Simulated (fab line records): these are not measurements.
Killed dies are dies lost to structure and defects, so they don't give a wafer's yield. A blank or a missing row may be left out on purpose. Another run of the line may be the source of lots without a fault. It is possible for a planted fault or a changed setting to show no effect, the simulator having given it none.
fab line records + flow sky130
record:
- lots: 5
- wafers: 15
- last_day: 50
route steps=708 shown VIA2@515 METAL3@532 CAPM@537 PAD_OPEN@708
lots untouched by any fault: they come from a run of this same line in which no faults occurred
start_h: the number of hours between the record's first day and the start of the first shown wafer of the lot + wait_h: how many hours have passed since the lot's step before this one + " as in the row above + L1.1+2: several wafers, shown together as one row + - value missing, or start not given + * or withheld: withheld + < > ~ a bound
route shown NAME@n: a module of which the file shows steps, and the number in the route of the first + usual: mean/standard deviation taken from wafers without a fault + same: alike in all rows + chamber/n: place in a boat + sites: the reading at each site + _std_site: standard deviation across them + _edge_site: inner sites' mean taken away from outer sites' mean + radius_mm: how far each site lies from the wafer's centre + mask NAME#n: copy n + behind: the tool/chamber that last shaped the wafer + hold: why the lot was held/for how many hours/how that ended + device: names the non-switching transistor (n, p or np) + end of line: tests of these same wafers at the route's end + a step with no rows: only its recipe + killed: count of dies lost to structure and defects at first sort (not the wafer's yield) + map: the dies of a wafer, with x for killed, . for not killed, _ for no die there
set.NAME: the setting as run; set.NAME@STEP: as run at that earlier step + model.NAME: the simulator's own value behind a step, which no gauge read
lots at some steps of the route; a table a step, a row a wafer
services: a tool's chamber out of use, with start hour (start_h, from the record's first day; less than 0 if before it), hours out, and reason
== steps ==
step: SKY_VIA2_SOFTBAKE_08
recipe:
- temp_c: 100
- time_s: 90
- resist: KrF-thick
step: SKY_VIA2_EXPOSE_09
recipe:
- mask_id: VIM2
- na: 0.8
- source_shape: annular
- sigma_inner: 0.55
- sigma_outer: 0.85
- target_cd_nm: 200
- dose_mj: 38
step: SKY_VIA2_PEB_10
recipe:
- peb_temp_c: withheld
- peb_time_s: withheld
- resist: KrF-thick
step: SKY_VIA2_DEVELOP_11
recipe:
- develop_time_s: 60
- resist: KrF-thick
- dev_temp_c: 21
step: SKY_VIA2_ETCH_14
recipe:
- chemistry: N2/H2
- target: BARC
- ion_energy_ev: 200
- source_w: 500
- bias_w: 100
- pressure_mtorr: 30
- n2_flow_sccm: 100
- h2_flow_sccm: 200
- stop_on: SiO2
- time_s: 45.9
- target_depth_a: 600
step: SKY_VIA2_ETCH_15
recipe:
- target: SiO2
- chemistry: C4F8/O2/Ar
- target_depth_nm: 546
- stop_on: TiN
- mask_material: KrF-thick
- source_w: 1500
- bias_w: 1200
- pressure_mtorr: 40
- c4f8_flow_sccm: withheld
- O2_flow_sccm: 6
- Ar_flow_sccm: 300
- time_s: 84
step: SKY_VIA2_STRIP_16
recipe:
- chemistry: O2/N2
- power_w: 1400
- pressure_mtorr: 1500
- platen_temp_c: withheld
- o2_flow_sccm: 3000
- n2_flow_sccm: 300
- overash_fraction: 0.5
step: SKY_VIA2_STRIP_17
recipe:
- chemistry: post_etch_residue_remover
- time_s: 1200
- temp_c: 72.5
step: SKY_VIA2_CLEAN_18
recipe:
- chemistry: IPA
- time_s: 180
- temp_c: 25
step: SKY_VIA2_CLEAN_19
recipe:
- chemistry: O3/DIW
- dry: n2_spin
step: SKY_VIA2_SPUTTER_20
recipe:
- material: TiN
- target_thk_nm: 20
- chamber_pressure_pa: 5
- power_w: 4000
- time_s: 80
usual:
- throttle_valve_pct: 30.1/1
| lot.wafer | tool           | chamber | start_h | wait_h | throttle_valve_pct |
|-----------|----------------|---------|---------|--------|--------------------|
| L475.1    | pvd_sputter-02 | -       | 910.44  | 0.0    | 31.9               |
| L475.3    | "              | -       | "       | "      | 30.4               |
| L475.4    | "              | -       | "       | "      | 30.5               |
| L483.1    | pvd_sputter-02 | -       | 958.97  | 0.0    | 30.4               |
| L483.3    | "              | -       | "       | "      | 31.5               |
| L483.4    | "              | -       | "       | "      | 30.5               |
| L484.3    | pvd_sputter-02 | -       | 960.35  | 0.0    | 31.9               |
| L484.4    | "              | -       | "       | "      | 30.8               |
| L484.5    | "              | -       | "       | "      | 29.2               |
| L487.3    | pvd_sputter-02 | -       | 982.51  | 0.0    | 31.7               |
| L487.4    | "              | -       | "       | "      | 30.4               |
| L487.5    | "              | -       | "       | "      | 31.6               |
| L490.2    | pvd_sputter-03 | -       | 1016.00 | 0.0    | 29.8               |
| L490.4    | "              | -       | "       | "      | 29.3               |
| L490.6    | "              | -       | "       | "      | 29.2               |
step: SKY_VIA2_CVD_21
recipe:
- material: W
- target_thk_nm: 420
- time_s: 126.4
- temp_c: 400
- pressure_torr: 40
step: SKY_VIA2_CMP_24
recipe:
- stop_on: SiO2
- t_overpolish_s: 20
- down_force_psi: 3.5
- platen_rpm: 60
- target_thk_nm: 0
- pad_velocity_m_s: 0.94248
step: SKY_METAL3_SPUTTER_00
recipe:
- material: Ti
- target_thk_nm: 15
- power_w: 3000
- time_s: 10
- chamber_pressure_pa: 0.4
step: SKY_METAL3_SPUTTER_01
recipe:
- material: TiN
- target_thk_nm: 20
- power_w: 6500
- time_s: 16.7
- chamber_pressure_pa: 0.4
step: SKY_METAL3_SPUTTER_02
recipe:
- material: AlCu
- target_thk_nm: 735
- power_w: 10600
- time_s: 39.1
- chamber_pressure_pa: 0.4
step: SKY_METAL3_SPUTTER_03
recipe:
- material: Ti
- target_thk_nm: 5
- power_w: 3000
- time_s: 3.3
- chamber_pressure_pa: 0.4
step: SKY_METAL3_SPUTTER_04
recipe:
- material: TiN
- target_thk_nm: 70
- power_w: 6500
- time_s: 58.3
- chamber_pressure_pa: 0.4
step: SKY_CAPM_CVD_00
recipe:
- material: SiO2
- target_thk_nm: 15.5
- temp_c: 400
- time_s: withheld
- rf_w: 450
step: SKY_CAPM_SPUTTER_02
recipe:
- material: TiN
- target_thk_nm: 200
- temp_c: 300
- power_w: 6500
- time_s: 166.7
- chamber_pressure_pa: 0.4
step: SKY_CAPM_DEHYDRATE_05
recipe:
- temp_c: 200
- time_s: 60
step: SKY_CAPM_HMDS_06
recipe:
- prime_time_s: 60
- prime_temp_c: 120
step: SKY_CAPM_COAT_07
recipe:
- resist: NOVOLAK
- spin_rpm: 3000
- resist_thk_nm: 1140
step: SKY_CAPM_SOFTBAKE_08
recipe:
- temp_c: 90
- time_s: 60
- resist: NOVOLAK
step: SKY_CAPM_EXPOSE_09
recipe:
- mask_id: CAPM
- na: 0.6
- source_shape: conventional
- sigma_outer: 0.6
- polarization: unpolarized
- target_cd_nm: 1000
- dose_mj: 159
step: SKY_CAPM_PEB_10
recipe:
- temp_c: withheld
- time_s: *
- resist: NOVOLAK
step: SKY_CAPM_DEVELOP_11
recipe:
- resist: NOVOLAK
- developer: TMAH
- develop_time_s: 60
- dev_temp_c: 23
step: SKY_CAPM_METAL_ETCH_13
recipe:
- target_depth_nm: 220
- stop_on: SiO2
- chemistry: Cl2/BCl3
- target: TiN
- pressure_mtorr: 10
- icp_w: 900
- bias_w: 48.5
- Cl2_flow_sccm: 60
- bcl3_flow_sccm: 30
- time_s: 62.9
step: SKY_CAPM_STRIP_14
recipe:
- chemistry: O2/N2
- power_w: 1400
- pressure_mtorr: 1500
- platen_temp_c: withheld
- o2_flow_sccm: 3000
- n2_flow_sccm: 300
- overash_fraction: 0.5
step: SKY_CAPM_STRIP_15
recipe:
- chemistry: post_etch_residue_remover
- time_s: 1200
- temp_c: 72.5
step: SKY_CAPM_CLEAN_16
recipe:
- chemistry: IPA
- time_s: 180
- temp_c: 25
step: SKY_CAPM_CLEAN_17
recipe:
- chemistry: O3/DIW
- dry: n2_spin
step: SKY_METAL3_DEHYDRATE_05
recipe:
- temp_c: 200
- time_s: 60
step: SKY_METAL3_HMDS_06
recipe:
- prime_time_s: 60
- prime_temp_c: 120
step: SKY_PAD_OPEN_PROBE_99
usual:
- defect_limited_yield: 82.6/1.7
- killed_at_M0_to_M3: 42/6.4
- killed_at_M4_up: 3.2/1.9
- killed_at_contacts: 24/4.8
- killed_at_front_end: 16/4.4
- killed_at_other: 0.3/0.55
- killed_dies: 86/8.6
- killed_open: 46/6.6
- killed_short: 39/5.7
- sort_bin_3_pad_short: 0.8/0.41
- sort_bin_5_function: 10.3/1.5
- sort_bin_6_memory: 6.3/1
- sort_n_pass: 406/8.6
- sort_yield_pct: 82.6/1.7
same:
- gross_dies: 492
- killed_at_back_side: 0
- sort_bin_4_leakage[%]: 0
- sort_bin_8_speed[%]: 0
| lot.wafer | tool      | chamber | start_h | wait_h | defect_limited_yield[%] | killed_at_M0_to_M3 | killed_at_M4_up | killed_at_contacts | killed_at_front_end | killed_at_other | killed_dies | killed_open | killed_short | sort_bin_3_pad_short[%] | sort_bin_5_function[%] | sort_bin_6_memory[%] | sort_n_pass | sort_yield_pct[%] | model.etest.tester.sort_n_pass | model.etest.tester.sort_yield_pct | model.etest.tester.sort_bin_5_pct | model.etest.tester.sort_bin_3_pct |
|-----------|-----------|---------|---------|--------|-------------------------|--------------------|-----------------|--------------------|---------------------|-----------------|-------------|-------------|--------------|-------------------------|------------------------|----------------------|-------------|-------------------|--------------------------------|-----------------------------------|-----------------------------------|-----------------------------------|
| L475.1    | prober-01 | -       | 1123.01 | 0.1    | 83.9                    | 41                 | 1               | 23                 | 14                  | 0               | 79          | 42          | 37           | 0.4                     | 11.2                   | 4.5                  | 413         | 83.9              | 413                            | 83.94                             | 11.18                             | 0.4065                            |
| L475.3    | prober-01 | -       | 1123.11 | 0.2    | 86.2                    | 41                 | 3               | 16                 | 8                   | 0               | 68          | 35          | 33           | 0.6                     | 8.3                    | 4.9                  | 424         | 86.2              | 424                            | 86.18                             | 8.333                             | 0.6098                            |
| L475.4    | prober-01 | -       | 1123.16 | 0.2    | 81.7                    | 44                 | 2               | 29                 | 15                  | 0               | 90          | 53          | 37           | 1.2                     | 10.2                   | 6.9                  | 402         | 81.7              | 402                            | 81.71                             | 10.16                             | 1.22                              |
| L483.1    | prober-01 | -       | 1161.31 | 0.1    | 76.4                    | 86                 | 4               | 16                 | 9                   | 1               | 116         | 32          | 31           | 2.4                     | 13.8                   | 7.3                  | 376         | 76.4              | 376                            | 76.42                             | 13.82                             | 2.439                             |
| L483.3    | prober-01 | -       | 1161.41 | 0.2    | 73.6                    | 93                 | 4               | 18                 | 15                  | 0               | 130         | 40          | 33           | 3.5                     | 17.1                   | 5.9                  | 362         | 73.6              | 362                            | 73.58                             | 17.07                             | 3.455                             |
| L483.4    | prober-01 | -       | 1161.46 | 0.2    | 70.1                    | 109                | 5               | 24                 | 9                   | 0               | 147         | 49          | 42           | 2.2                     | 19.7                   | 7.9                  | 345         | 70.1              | 345                            | 70.12                             | 19.72                             | 2.236                             |
| L484.3    | prober-02 | -       | 1163.18 | 0.2    | 72.0                    | 96                 | 0               | 29                 | 12                  | 1               | 138         | 43          | 42           | 2.0                     | 17.7                   | 8.3                  | 354         | 72.0              | 354                            | 71.95                             | 17.68                             | 2.033                             |
| L484.4    | prober-02 | -       | 1163.23 | 0.2    | 74.0                    | 77                 | 6               | 33                 | 11                  | 1               | 128         | 44          | 32           | 2.0                     | 17.1                   | 6.9                  | 364         | 74.0              | 364                            | 73.98                             | 17.07                             | 2.033                             |
| L484.5    | prober-02 | -       | 1163.28 | 0.2    | 73.8                    | 89                 | 4               | 28                 | 7                   | 1               | 129         | 40          | 35           | 2.8                     | 16.5                   | 6.9                  | 363         | 73.8              | 363                            | 73.78                             | 16.46                             | 2.846                             |
| L487.3    | prober-01 | -       | 1178.48 | 0.2    | 76.8                    | 83                 | 3               | 15                 | 13                  | 0               | 114         | 41          | 24           | 2.2                     | 14.0                   | 6.9                  | 378         | 76.8              | 378                            | 76.83                             | 14.02                             | 2.236                             |
| L487.4    | prober-01 | -       | 1178.53 | 0.2    | 69.7                    | 103                | 4               | 21                 | 21                  | 0               | 149         | 43          | 53           | 3.3                     | 18.7                   | 8.3                  | 343         | 69.7              | 343                            | 69.72                             | 18.7                              | 3.252                             |
| L487.5    | prober-01 | -       | 1178.58 | 0.2    | 72.2                    | 100                | 2               | 23                 | 12                  | 0               | 137         | 40          | 42           | 3.9                     | 17.7                   | 6.3                  | 355         | 72.2              | 355                            | 72.15                             | 17.68                             | 3.862                             |
| L490.2    | prober-02 | -       | 1200.22 | 0.1    | 85.4                    | 35                 | 4               | 21                 | 12                  | 0               | 72          | 36          | 35           | 1.0                     | 7.1                    | 6.5                  | 420         | 85.4              | 420                            | 85.37                             | 7.114                             | 1.016                             |
| L490.4    | prober-02 | -       | 1200.32 | 0.2    | 80.7                    | 55                 | 3               | 24                 | 13                  | 0               | 95          | 52          | 43           | 0.8                     | 12.4                   | 6.1                  | 397         | 80.7              | 397                            | 80.69                             | 12.4                              | 0.813                             |
| L490.6    | prober-02 | -       | 1200.42 | 0.2    | 83.7                    | 43                 | 1               | 23                 | 12                  | 1               | 80          | 49          | 31           | 0.6                     | 9.8                    | 5.9                  | 412         | 83.7              | 412                            | 83.74                             | 9.756                             | 0.6098                            |
killed by level:class
L475.1 VIA2:geometric_particle:open=9 VIA1:geometric_particle:open=7 CONTACT:geometric_particle:open=7 LI_CONTACT:geometric_particle:open=6 LOCAL_INTERCONNECT:geometric_particle:short=6 METAL2:geometric_particle:short=6 VIA1:geometric_particle:short=5 POLY_GATE:geometric_particle:open=4
L475.3 VIA1:geometric_particle:open=9 VIA2:geometric_particle:open=8 VIA1:geometric_particle:short=7 CONTACT:geometric_particle:open=6 VIA3:geometric_particle:open=5 LI_CONTACT:geometric_particle:short=4 METAL2:geometric_particle:short=4 CONTACT:geometric_particle:short=3
L475.4 CONTACT:geometric_particle:open=13 VIA1:geometric_particle:open=10 LOCAL_INTERCONNECT:geometric_particle:short=7 VIA2:geometric_particle:short=6 VIA2:geometric_particle:open=5 LI_CONTACT:geometric_particle:open=5 METAL1:geometric_particle:short=5 VIA3:geometric_particle:open=5
L483.1 VIA2:unspecified=52 VIA1:geometric_particle:open=9 CONTACT:geometric_particle:open=8 METAL1:geometric_particle:short=5 VIA1:geometric_particle:short=5 VIA3:geometric_particle:open=4 FIELD_ISO:geometric_particle:short=3 LOCAL_INTERCONNECT:geometric_particle:short=3
L483.3 VIA2:unspecified=56 CONTACT:geometric_particle:open=11 VIA1:geometric_particle:open=9 VIA3:geometric_particle:open=6 VIA2:geometric_particle:open=5 FIELD_ISO:geometric_particle:short=4 VIA1:geometric_particle:short=4 POLY_GATE:geometric_particle:short=3
L483.4 VIA2:unspecified=56 VIA1:geometric_particle:open=11 VIA1:geometric_particle:short=8 VIA3:geometric_particle:open=7 LI_CONTACT:geometric_particle:open=5 CONTACT:geometric_particle:open=5 CONTACT:geometric_particle:short=5 POLY_GATE:geometric_particle:open=4
L484.3 VIA2:unspecified=53 LI_CONTACT:geometric_particle:open=9 CONTACT:geometric_particle:open=9 VIA1:geometric_particle:open=9 VIA1:geometric_particle:short=8 VIA3:geometric_particle:open=7 METAL1:geometric_particle:short=5 LOCAL_INTERCONNECT:geometric_particle:short=5
L484.4 VIA2:unspecified=52 CONTACT:geometric_particle:open=16 LI_CONTACT:geometric_particle:open=10 METAL1:geometric_particle:short=5 VIA1:geometric_particle:open=5 METAL4:geometric_particle:short=5 FIELD_ISO:geometric_particle:short=3 POLY_GATE:geometric_particle:open=3
L484.5 VIA2:unspecified=54 CONTACT:geometric_particle:open=8 VIA1:geometric_particle:open=8 LI_CONTACT:geometric_particle:open=7 LOCAL_INTERCONNECT:geometric_particle:short=7 VIA3:geometric_particle:open=6 CONTACT:geometric_particle:short=5 FIELD_ISO:geometric_particle:short=4
L487.3 VIA2:unspecified=49 CONTACT:geometric_particle:open=10 VIA1:geometric_particle:open=6 METAL2:geometric_particle:short=5 VIA3:geometric_particle:open=5 POLY_GATE:geometric_particle:open=4 VIA1:geometric_particle:short=4 VIA2:geometric_particle:short=4
L487.4 VIA2:unspecified=53 VIA1:geometric_particle:open=10 METAL1:geometric_particle:short=9 CONTACT:geometric_particle:open=8 FIELD_ISO:geometric_particle:open=6 FIELD_ISO:geometric_particle:short=5 LOCAL_INTERCONNECT:geometric_particle:short=5 CONTACT:geometric_particle:short=5
L487.5 VIA2:unspecified=55 VIA1:geometric_particle:open=9 CONTACT:geometric_particle:open=8 METAL1:geometric_particle:short=7 VIA2:geometric_particle:open=6 LOCAL_INTERCONNECT:geometric_particle:short=5 VIA1:geometric_particle:short=5 POLY_GATE:geometric_particle:short=4
L490.2 VIA1:geometric_particle:open=11 CONTACT:geometric_particle:open=10 POLY_GATE:geometric_particle:short=4 LI_CONTACT:geometric_particle:open=4 CONTACT:geometric_particle:short=4 METAL1:geometric_particle:short=4 VIA2:geometric_particle:open=4 METAL3:geometric_particle:short=4
L490.4 VIA1:geometric_particle:open=13 CONTACT:geometric_particle:open=9 VIA3:geometric_particle:open=8 METAL1:geometric_particle:short=7 CONTACT:geometric_particle:short=6 VIA2:geometric_particle:open=6 VIA3:geometric_particle:short=5 VIA1:geometric_particle:short=5
L490.6 VIA1:geometric_particle:open=12 CONTACT:geometric_particle:open=10 FIELD_ISO:geometric_particle:open=6 METAL1:geometric_particle:short=6 VIA2:geometric_particle:open=6 LOCAL_INTERCONNECT:geometric_particle:short=5 VIA2:geometric_particle:short=5 VIA1:geometric_particle:short=4
map L483.4 (x killed, . not)
__________......x..x_________
________.........x..xx_______
______........x..x....x._____
_____.x..............x.x.____
____.......x..xx...x..x.x.___
___.x..x.......x.x..x......__
__.....x..x....x.x...x.....x_
_.....x....x..x.xx...x.x.x...
_....xx.....xxxxxxxxxx.....x.
_..........xxxxxxxxx.........
_x..........xxxxxxxxx...x.x..
_.....x..x..xxxxxxxxxx.....x.
_....x.x....xxxxxxxxx..x...x.
_.........x..xxxxx...........
_.x.....xxx..xxx..xx.x.x..x..
__.....x...x....xx.x....xx.._
___......x...x..x....x.....__
____.x......x....xx.....x.___
_____.x.x......xx.x..x...____
______..xx.......x..xx.._____
________x.x..........x_______
__________...xx..x.._________
map L484.3 (x killed, . not)
__________.......x.._________
________.x...x....x..._______
______..x....x....x....x_____
_____...x..x.x...........____
____..x..xxxxxxxxxx....x..___
___....xxxxxxxx..x...x...x.__
__....x.xxxxxxxxxx..x.x.x..._
_..x..xxxxxxxxxx....x.....x.x
_..x.x..xxxxxxxx.x......x....
_..x....xxxxxxx..xx.........x
_.......x.xxx.......x....x...
_.......xxxxx..x.xx.x........
_...x.....x.............xx.x.
_.......x.x.x.....x..........
_..x.....x...........x.......
__.....x......x.x......xx.xx_
___.......xx.x...x.........__
____xx....x............xx.___
_____.......xx.........x.____
______.....x............_____
________.xx....x....x._______
__________x......x.._________
== services ==
| tool           | chamber | start_h | hours | kind                   |
|----------------|---------|---------|-------|------------------------|
| pvd_sputter-02 | 1       | 961.37  | -     | consumable_replace:kit |
| pvd_sputter-02 | 1       | 961.37  | 18.0  | scheduled_down         |
| pvd_sputter-02 | 1       | 961.37  | 18.0  | vent_cycle             |
== key ==
first_sign:
- step: SKY_PAD_OPEN_PROBE_99
- reading: killed_at_M0_to_M3
- direction: up
- sigmas: 7.9
- usual: 42
- struck: 93
effect:
- step: SKY_PAD_OPEN_PROBE_99
- reading: defect_limited_yield
- direction: down
- sigmas: 5.4
- usual: 82.6
- struck: 73.2
model_effect:
- step: SKY_PAD_OPEN_PROBE_99
- value: etest.tester.sort_n_pass
- without: 407.2
- struck: 360
met_at SKY_VIA2_SPUTTER_20
struck_wafers L483.1,L483.3,L483.4,L484.3,L484.4,L484.5,L487.3,L487.4,L487.5
onset_between 910.44 958.97
fault:
- kind: chamber_particle_source
- tool: pvd_sputter-02
- chamber: -
- onset_h: 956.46
- steps: SKY_VIA2_SPUTTER_20
- rate_per_visit_cm2: 0.80153
- end_h: 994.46
